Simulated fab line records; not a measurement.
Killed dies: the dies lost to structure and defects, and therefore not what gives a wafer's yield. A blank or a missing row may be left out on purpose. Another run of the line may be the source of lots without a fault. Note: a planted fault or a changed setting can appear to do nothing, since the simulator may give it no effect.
fab line records + flow gf180mcu
record:
- lots: 12
- wafers: 36
- lastDay: 33
route steps=602 shown LVPWELL@62 CONTACT@292 M1@315
lots with no fault: from the same line, run without faults
startH: hours from the record's first day to the start of the lot's first wafer shown + waitH: how many hours have passed since the lot's step before this one + " as in the row above + L1.1+2: several wafers, shown together as one row + - value missing, or start not given + * or withheld: withheld + < > ~ a bound
route shown NAME@n: names a module that has steps shown in the file, with the first one's number in the route + usual: average and standard deviation across the fault-free wafers + same: alike in all rows + chamber/n: place in a boat + sites: readings site by site + _std_site: the standard deviation of these + _edge_site: the outer-site mean with the inner-site mean subtracted + radiusMm: for every site, how far away it sits from the centre of the wafer + mask NAME#n: copy n + behind: tool/chamber where the wafer was last shaped + hold: cause of the lot's hold/its duration in hours/its outcome + device: transistor that didn't switch, given as n, p or np + end of line: the tests these same wafers got at the end of their route + for a step that has no rows: nothing shown but its recipe + killed: the dies lost at the first sort to structure and to defects; this is not the yield of the wafer + map: a wafer's dies, x killed, . not, _ none there
set.NAME: the setting as run; set.NAME@STEP: as run at that earlier step + model.NAME: the simulator's own value behind a step, which no gauge read
one table for each step of the route and one row for each wafer, over a sample of lots
services: a tool's chamber out of use, with start hour (startH, from the record's first day; less than 0 if before it), hours out, and reason
== steps ==
step: GF_LVPWELL_IMPLANT_08
recipe:
- species: B
- energyKev: 170
- doseCm2: 1.5e+13
- tiltDeg: 0
usual:
- tiltDeg: -0.001/0.021
| lot.wafer | tool         | chamber | startH | waitH | tiltDeg |
|-----------|--------------|---------|--------|-------|---------|
| L273.2    | implanter-02 | 0       | 68.93  | 0.0   | -0.021  |
| L273.4    | "            | 0       | "      | "     | -0.023  |
| L273.6    | "            | 0       | "      | "     | -0.008  |
| L275.2    | implanter-04 | 0       | 78.66  | 0.0   | -0.028  |
| L275.4    | "            | 0       | "      | "     | -0.003  |
| L275.6    | "            | 0       | "      | "     | 0.039   |
| L276.2    | implanter-04 | 0       | 85.43  | 0.0   | 0.028   |
| L276.3    | "            | 0       | "      | "     | -0.020  |
| L276.5    | "            | 0       | "      | "     | 0.010   |
| L277.2    | implanter-03 | 0       | 91.82  | 0.0   | 0.023   |
| L277.5    | "            | 0       | "      | "     | 0.010   |
| L277.6    | "            | 0       | "      | "     | 0.027   |
| L278.1    | implanter-04 | 0       | 97.04  | 0.0   | 0.030   |
| L278.2    | "            | 0       | "      | "     | 0.019   |
| L278.4    | "            | 0       | "      | "     | -0.001  |
| L284.2    | implanter-03 | 0       | 130.98 | 0.0   | 6.332   |
| L284.4    | "            | 0       | "      | "     | 6.328   |
| L284.5    | "            | 0       | "      | "     | 6.300   |
| L285.2    | implanter-02 | 0       | 134.88 | 0.0   | 0.011   |
| L285.5    | "            | 0       | "      | "     | 0.005   |
| L285.6    | "            | 0       | "      | "     | 0.002   |
| L288.1    | implanter-03 | 0       | 155.94 | 0.0   | 6.272   |
| L288.4    | "            | 0       | "      | "     | 6.280   |
| L288.6    | "            | 0       | "      | "     | 6.298   |
| L289.1    | implanter-02 | 0       | 157.21 | 0.0   | -0.014  |
| L289.2    | "            | 0       | "      | "     | -0.001  |
| L289.3    | "            | 0       | "      | "     | -0.005  |
| L290.2    | implanter-04 | 0       | 164.72 | 0.0   | 0.020   |
| L290.3    | "            | 0       | "      | "     | 0.006   |
| L290.5    | "            | 0       | "      | "     | 0.003   |
| L291.1    | implanter-02 | 0       | 170.99 | 0.0   | -0.030  |
| L291.3    | "            | 0       | "      | "     | 0.038   |
| L291.6    | "            | 0       | "      | "     | 0.016   |
| L293.1    | implanter-02 | 0       | 181.46 | 0.0   | -0.017  |
| L293.3    | "            | 0       | "      | "     | 0.008   |
| L293.6    | "            | 0       | "      | "     | 0.017   |
step: GF_LVPWELL_TW_MEAS_11
usual:
- LVPWELL_TW: 558/3.9
| lot.wafer | tool         | chamber | startH | waitH | LVPWELL_TW |
|-----------|--------------|---------|--------|-------|------------|
| L273.2    | filmMetro-04 | -       | 69.32  | 0.1   | 555        |
| L273.4    | "            | -       | "      | "     | 558        |
| L273.6    | "            | -       | "      | "     | 560        |
| L275.2    | filmMetro-04 | -       | 79.05  | 0.1   | 562        |
| L275.4    | "            | -       | "      | "     | 560        |
| L275.6    | "            | -       | "      | "     | 565        |
| L276.2    | filmMetro-02 | -       | 85.82  | 0.1   | 556        |
| L276.3    | "            | -       | "      | "     | 556        |
| L276.5    | "            | -       | "      | "     | 560        |
| L277.2    | filmMetro-01 | -       | 92.20  | 0.1   | 560        |
| L277.5    | "            | -       | "      | "     | 560        |
| L277.6    | "            | -       | "      | "     | 561        |
| L278.1    | filmMetro-04 | -       | 97.44  | 0.1   | 561        |
| L278.2    | "            | -       | "      | "     | 562        |
| L278.4    | "            | -       | "      | "     | 560        |
| L284.2    | filmMetro-04 | -       | 131.37 | 0.1   | 617        |
| L284.4    | "            | -       | "      | "     | 617        |
| L284.5    | "            | -       | "      | "     | 616        |
| L285.2    | filmMetro-01 | -       | 135.27 | 0.1   | 562        |
| L285.5    | "            | -       | "      | "     | 563        |
| L285.6    | "            | -       | "      | "     | 560        |
| L288.1    | filmMetro-02 | -       | 156.34 | 0.1   | 611        |
| L288.4    | "            | -       | "      | "     | 610        |
| L288.6    | "            | -       | "      | "     | 607        |
| L289.1    | filmMetro-02 | -       | 157.61 | 0.1   | 557        |
| L289.2    | "            | -       | "      | "     | 556        |
| L289.3    | "            | -       | "      | "     | 557        |
| L290.2    | filmMetro-04 | -       | 165.10 | 0.1   | 561        |
| L290.3    | "            | -       | "      | "     | 562        |
| L290.5    | "            | -       | "      | "     | 559        |
| L291.1    | filmMetro-04 | -       | 171.39 | 0.1   | 559        |
| L291.3    | "            | -       | "      | "     | 558        |
| L291.6    | "            | -       | "      | "     | 558        |
| L293.1    | filmMetro-02 | -       | 181.86 | 0.1   | 551        |
| L293.3    | "            | -       | "      | "     | 553        |
| L293.6    | "            | -       | "      | "     | 550        |
step: GF_VT_IMPLANT_RS_MEAS_48
recipe:
- thkMeasGauge: four-point-probe
usual:
- LVPWELL_RS: 1197/3
| lot.wafer | tool         | chamber | startH | waitH | LVPWELL_RS[ohm/sq] |
|-----------|--------------|---------|--------|-------|--------------------|
| L273.2    | filmMetro-01 | -       | 155.38 | 0.1   | 1196               |
| L273.4    | "            | -       | "      | "     | 1200               |
| L273.6    | "            | -       | "      | "     | 1201               |
| L275.2    | filmMetro-02 | -       | 168.93 | 0.1   | 1201               |
| L275.4    | "            | -       | "      | "     | 1198               |
| L275.6    | "            | -       | "      | "     | 1196               |
| L276.2    | filmMetro-04 | -       | 175.11 | 0.1   | 1192               |
| L276.3    | "            | -       | "      | "     | 1191               |
| L276.5    | "            | -       | "      | "     | 1191               |
| L277.2    | filmMetro-01 | -       | 184.14 | 0.1   | 1199               |
| L277.5    | "            | -       | "      | "     | 1195               |
| L277.6    | "            | -       | "      | "     | 1201               |
| L278.1    | filmMetro-01 | -       | 190.17 | 0.1   | 1194               |
| L278.2    | "            | -       | "      | "     | 1198               |
| L278.4    | "            | -       | "      | "     | 1199               |
| L284.2    | filmMetro-01 | -       | 230.24 | 0.1   | 1427               |
| L284.4    | "            | -       | "      | "     | 1432               |
| L284.5    | "            | -       | "      | "     | 1430               |
| L285.2    | filmMetro-01 | -       | 236.28 | 0.1   | 1193               |
| L285.5    | "            | -       | "      | "     | 1194               |
| L285.6    | "            | -       | "      | "     | 1198               |
| L288.1    | filmMetro-01 | -       | 264.41 | 0.1   | 1425               |
| L288.4    | "            | -       | "      | "     | 1426               |
| L288.6    | "            | -       | "      | "     | 1425               |
| L289.1    | filmMetro-02 | -       | 264.57 | 0.1   | 1198               |
| L289.2    | "            | -       | "      | "     | 1197               |
| L289.3    | "            | -       | "      | "     | 1197               |
| L290.2    | filmMetro-01 | -       | 273.51 | 0.1   | 1193               |
| L290.3    | "            | -       | "      | "     | 1192               |
| L290.5    | "            | -       | "      | "     | 1194               |
| L291.1    | filmMetro-04 | -       | 278.91 | 0.1   | 1194               |
| L291.3    | "            | -       | "      | "     | 1196               |
| L291.6    | "            | -       | "      | "     | 1193               |
| L293.1    | filmMetro-04 | -       | 293.04 | 0.1   | 1201               |
| L293.3    | "            | -       | "      | "     | 1202               |
| L293.6    | "            | -       | "      | "     | 1201               |
step: GF_CONTACT_BOW_MEAS_05
recipe:
- mode: bow
usual:
- CONTACT_BOW: 64/6.3
| lot.wafer | tool         | chamber | startH | waitH | CONTACT_BOW[um] |
|-----------|--------------|---------|--------|-------|-----------------|
| L273.2    | filmMetro-04 | -       | 335.40 | 0.2   | 56              |
| L273.4    | "            | -       | "      | "     | 66              |
| L273.6    | "            | -       | "      | "     | 62              |
| L275.2    | filmMetro-04 | -       | 353.78 | 0.3   | 74              |
| L275.4    | "            | -       | "      | "     | 69              |
| L275.6    | "            | -       | "      | "     | 54              |
| L276.2    | filmMetro-04 | -       | 359.75 | 0.2   | 48              |
| L276.3    | "            | -       | "      | "     | 63              |
| L276.5    | "            | -       | "      | "     | 66              |
| L277.2    | filmMetro-02 | -       | 374.06 | 0.3   | 70              |
| L277.5    | "            | -       | "      | "     | 59              |
| L277.6    | "            | -       | "      | "     | 52              |
| L278.1    | filmMetro-01 | -       | 383.06 | 0.1   | 62              |
| L278.2    | "            | -       | "      | "     | 64              |
| L278.4    | "            | -       | "      | "     | 61              |
| L284.2    | filmMetro-02 | -       | 439.47 | 0.3   | 65              |
| L284.4    | "            | -       | "      | "     | 64              |
| L284.5    | "            | -       | "      | "     | 55              |
| L285.2    | filmMetro-04 | -       | 442.86 | 0.3   | 70              |
| L285.5    | "            | -       | "      | "     | 65              |
| L285.6    | "            | -       | "      | "     | 63              |
| L289.1    | filmMetro-04 | -       | 479.38 | 0.1   | 54              |
| L289.2    | "            | -       | "      | "     | 75              |
| L289.3    | "            | -       | "      | "     | 65              |
| L288.1    | filmMetro-02 | -       | 481.80 | 0.1   | 66              |
| L288.4    | "            | -       | "      | "     | 66              |
| L288.6    | "            | -       | "      | "     | 64              |
| L290.2    | filmMetro-04 | -       | 494.48 | 0.2   | 65              |
| L290.3    | "            | -       | "      | "     | 64              |
| L290.5    | "            | -       | "      | "     | 63              |
| L291.1    | filmMetro-01 | -       | 498.55 | 0.1   | 77              |
| L291.3    | "            | -       | "      | "     | 63              |
| L291.6    | "            | -       | "      | "     | 81              |
| L293.1    | filmMetro-02 | -       | 514.25 | 0.1   | 64              |
| L293.3    | "            | -       | "      | "     | 70              |
| L293.6    | "            | -       | "      | "     | 74              |
step: GF_CONTACT_STRIP_18
recipe:
- chemistry: O2/N2
- powerW: 1400
- pressureMtorr: 1500
- platenTempC: 250
- o2FlowSccm: 3000
- n2FlowSccm: 300
- overashFraction: 0.5
usual:
- drypumpMotorCurrentA: 5.90/0.24
- heaterPowerW: 337/55
- oesProductAu: 0.581/0.0057
| lot.wafer | tool           | chamber | startH | waitH | drypumpMotorCurrentA | heaterPowerW | oesProductAu | rfHoursCounterH |
|-----------|----------------|---------|--------|-------|----------------------|--------------|--------------|-----------------|
| L273.2    | plasmaAsher-04 | 0       | 357.54 | -     | 5.80                 | 413          | 0.584        | 70              |
| L273.4    | "              | 1       | "      | "     | 5.96                 | 276          | 0.569        | -               |
| L273.6    | "              | 1       | "      | "     | 5.92                 | 278          | 0.586        | -               |
| L275.2    | plasmaAsher-04 | 0       | 376.27 | -     | 5.80                 | 416          | 0.569        | 72              |
| L275.4    | "              | 0       | "      | "     | 5.79                 | 416          | 0.580        | -               |
| L275.6    | "              | 1       | "      | "     | 5.89                 | 288          | 0.574        | -               |
| L276.2    | plasmaAsher-04 | 0       | 382.87 | -     | 5.79                 | 423          | 0.586        | 73              |
| L276.3    | "              | 1       | "      | "     | 5.93                 | 278          | 0.582        | -               |
| L276.5    | "              | 0       | "      | "     | 5.78                 | 419          | 0.582        | -               |
| L277.2    | plasmaAsher-01 | 0       | 398.24 | -     | 6.11                 | 338          | 0.573        | 78              |
| L277.5    | "              | 0       | "      | "     | 6.11                 | 340          | 0.574        | -               |
| L277.6    | "              | 1       | "      | "     | 6.11                 | 274          | 0.585        | -               |
| L278.1    | plasmaAsher-04 | 1       | 406.77 | -     | 5.90                 | 290          | 0.576        | 75              |
| L278.2    | "              | 0       | "      | "     | 5.78                 | 420          | 0.571        | 75              |
| L278.4    | "              | 0       | "      | "     | 5.78                 | 414          | 0.573        | -               |
| L284.2    | plasmaAsher-04 | 1       | 463.97 | -     | 5.90                 | 296          | 0.593        | 3               |
| L284.4    | "              | 1       | "      | "     | 5.91                 | 290          | 0.598        | -               |
| L284.5    | "              | 1       | "      | "     | 5.92                 | 287          | 0.584        | -               |
| L285.2    | plasmaAsher-01 | 1       | 467.59 | -     | 6.10                 | 276          | 0.574        | 85              |
| L285.5    | "              | 1       | "      | "     | 6.10                 | 273          | 0.579        | -               |
| L285.6    | "              | 0       | "      | "     | 6.10                 | 344          | 0.580        | -               |
| L289.1    | plasmaAsher-02 | 0       | 503.18 | -     | 6.12                 | 330          | 0.584        | 38              |
| L289.2    | "              | 1       | "      | "     | 5.31                 | 369          | 0.578        | 38              |
| L289.3    | "              | 0       | "      | "     | 6.11                 | 321          | 0.589        | -               |
| L288.1    | plasmaAsher-02 | 0       | 505.73 | -     | 6.05                 | 323          | 0.579        | 39              |
| L288.4    | "              | 1       | "      | "     | 5.35                 | 366          | 0.571        | -               |
| L288.6    | "              | 1       | "      | "     | 5.32                 | 357          | 0.582        | -               |
| L290.2    | plasmaAsher-02 | 0       | 518.13 | -     | 6.06                 | 325          | 0.578        | 40              |
| L290.3    | "              | 1       | "      | "     | 5.30                 | 358          | 0.583        | -               |
| L290.5    | "              | 1       | "      | "     | 5.30                 | 362          | 0.580        | -               |
| L291.1    | plasmaAsher-04 | 0       | 522.31 | -     | 5.81                 | 424          | 0.573        | 10              |
| L291.3    | "              | 0       | "      | "     | 5.77                 | 418          | 0.573        | -               |
| L291.6    | "              | 0       | "      | "     | 5.78                 | 441          | 0.577        | -               |
| L293.1    | plasmaAsher-01 | 1       | 537.93 | -     | 6.10                 | 272          | 0.581        | 92              |
| L293.3    | "              | 0       | "      | "     | 6.10                 | 336          | 0.583        | -               |
| L293.6    | "              | 0       | "      | "     | 6.10                 | 343          | 0.589        | -               |
step: GF_M1_SPUTTER_00
recipe:
- material: Ti
- targetThkNm: 37.5
- arrivingIonEnergyEv: 80
- substrateTempC: 200
- chamberPressurePa: 2
- powerW: 4000
- timeS: 150
usual:
- throttleValvePct: 29.9/1
| lot.wafer | tool          | chamber | startH | waitH | throttleValvePct |
|-----------|---------------|---------|--------|-------|------------------|
| L273.2    | pvdSputter-01 | -       | 358.51 | 0.2   | 30.1             |
| L273.4    | "             | -       | "      | "     | 30.1             |
| L273.6    | "             | -       | "      | "     | 30.1             |
| L275.2    | pvdSputter-02 | -       | 377.24 | 0.2   | 32.3             |
| L275.4    | "             | -       | "      | "     | 28.5             |
| L275.6    | "             | -       | "      | "     | 28.5             |
| L276.2    | pvdSputter-01 | -       | 383.85 | 0.1   | 29.8             |
| L276.3    | "             | -       | "      | "     | 30.3             |
| L276.5    | "             | -       | "      | "     | 30.1             |
| L277.2    | pvdSputter-01 | -       | 399.21 | 0.2   | 30.1             |
| L277.5    | "             | -       | "      | "     | 30.2             |
| L277.6    | "             | -       | "      | "     | 29.6             |
| L278.1    | pvdSputter-02 | -       | 407.75 | 0.2   | 30.1             |
| L278.2    | "             | -       | "      | "     | 29.0             |
| L278.4    | "             | -       | "      | "     | 29.7             |
| L284.2    | pvdSputter-03 | -       | 464.94 | 0.2   | 29.2             |
| L284.4    | "             | -       | "      | "     | 31.1             |
| L284.5    | "             | -       | "      | "     | 30.9             |
| L285.2    | pvdSputter-03 | -       | 468.58 | 0.2   | 29.3             |
| L285.5    | "             | -       | "      | "     | 29.2             |
| L285.6    | "             | -       | "      | "     | 28.2             |
| L289.1    | pvdSputter-02 | -       | 504.18 | 0.2   | 30.0             |
| L289.2    | "             | -       | "      | "     | 28.8             |
| L289.3    | "             | -       | "      | "     | 30.0             |
| L288.1    | pvdSputter-03 | -       | 506.75 | 0.2   | 29.4             |
| L288.4    | "             | -       | "      | "     | 28.3             |
| L288.6    | "             | -       | "      | "     | 31.1             |
| L290.2    | pvdSputter-02 | -       | 519.29 | 0.1   | 29.8             |
| L290.3    | "             | -       | "      | "     | 30.1             |
| L290.5    | "             | -       | "      | "     | 29.9             |
| L291.1    | pvdSputter-03 | -       | 523.30 | 0.2   | 29.3             |
| L291.3    | "             | -       | "      | "     | 28.1             |
| L291.6    | "             | -       | "      | "     | 28.3             |
| L293.1    | pvdSputter-03 | -       | 538.91 | 0.1   | 28.4             |
| L293.3    | "             | -       | "      | "     | 29.0             |
| L293.6    | "             | -       | "      | "     | 29.3             |
== services ==
| tool           | chamber | startH | hours | kind   |
|----------------|---------|--------|-------|--------|
| plasmaAsher-01 | -       | 51.25  | 0.5   | repair |
| plasmaAsher-04 | -       | 56.73  | 15.6  | pm     |
| plasmaAsher-02 | -       | 73.15  | 1.3   | repair |
| pvdSputter-02  | -       | 82.96  | 1.3   | repair |
| plasmaAsher-04 | -       | 93.43  | 3.9   | repair |
| plasmaAsher-01 | -       | 101.00 | 1.8   | repair |
| plasmaAsher-04 | -       | 109.79 | 14.6  | pm     |
| pvdSputter-02  | -       | 128.12 | 1.3   | repair |
| pvdSputter-02  | -       | 194.98 | 1.4   | repair |
| plasmaAsher-04 | -       | 201.37 | 0.8   | repair |
| pvdSputter-03  | -       | 224.86 | 5.4   | repair |
| implanter-04   | -       | 254.76 | 10.5  | repair |
| pvdSputter-03  | -       | 283.53 | 3.8   | repair |
| implanter-02   | -       | 291.25 | 5.2   | repair |
| implanter-02   | -       | 382.27 | 2.5   | repair |
| implanter-04   | -       | 383.06 | 1.4   | repair |
| implanter-04   | -       | 399.94 | 4.0   | pm     |
| pvdSputter-03  | -       | 402.42 | 23.9  | repair |
| implanter-02   | -       | 413.83 | 6.5   | repair |
| plasmaAsher-04 | -       | 421.25 | 9.0   | pm     |
| implanter-02   | -       | 429.87 | 2.2   | repair |
| implanter-02   | -       | 481.40 | 5.1   | pm     |
| pvdSputter-03  | -       | 497.74 | 0.7   | repair |
| pvdSputter-03  | -       | 499.97 | 1.3   | repair |
== key ==
firstSign:
- step: GF_LVPWELL_IMPLANT_08
- reading: tiltDeg
- direction: up
- sigmas: 99+
- usual: -0.001
- struck: 6.302
effect:
- step: GF_LVPWELL_TW_MEAS_11
- reading: LVPWELL_TW
- direction: up
- sigmas: 14
- usual: 558
- struck: 613
effect:
- step: GF_VT_IMPLANT_RS_MEAS_48
- reading: LVPWELL_RS
- direction: up
- sigmas: 76
- usual: 1197
- struck: 1427
metAt GF_LVPWELL_IMPLANT_08
struckLots L284,L288
testerLeftOut L284,L288
notActingAt GF_CONTACT_BOW_MEAS_05,GF_CONTACT_STRIP_18,GF_M1_SPUTTER_00
onsetBetween 91.82 130.98
fault:
- kind: processParameterDrift
- tool: implanter-03
- chamber: -
- onsetH: 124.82
- steps: GF_LVPWELL_IMPLANT_08
- channel: tiltDeg
- offset: 6.2972
- shape: step
- endH: 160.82
- actsIn: theseRecipesOnly
- stated: 0
testerLeftOut: of these lots the tester's yield and bins aren't shown, on N5 and GAA mostly nor the transistor test; their killed dies are dies lost to structure and defects alone, not to doping, threshold or leakage, so they don't give the yield
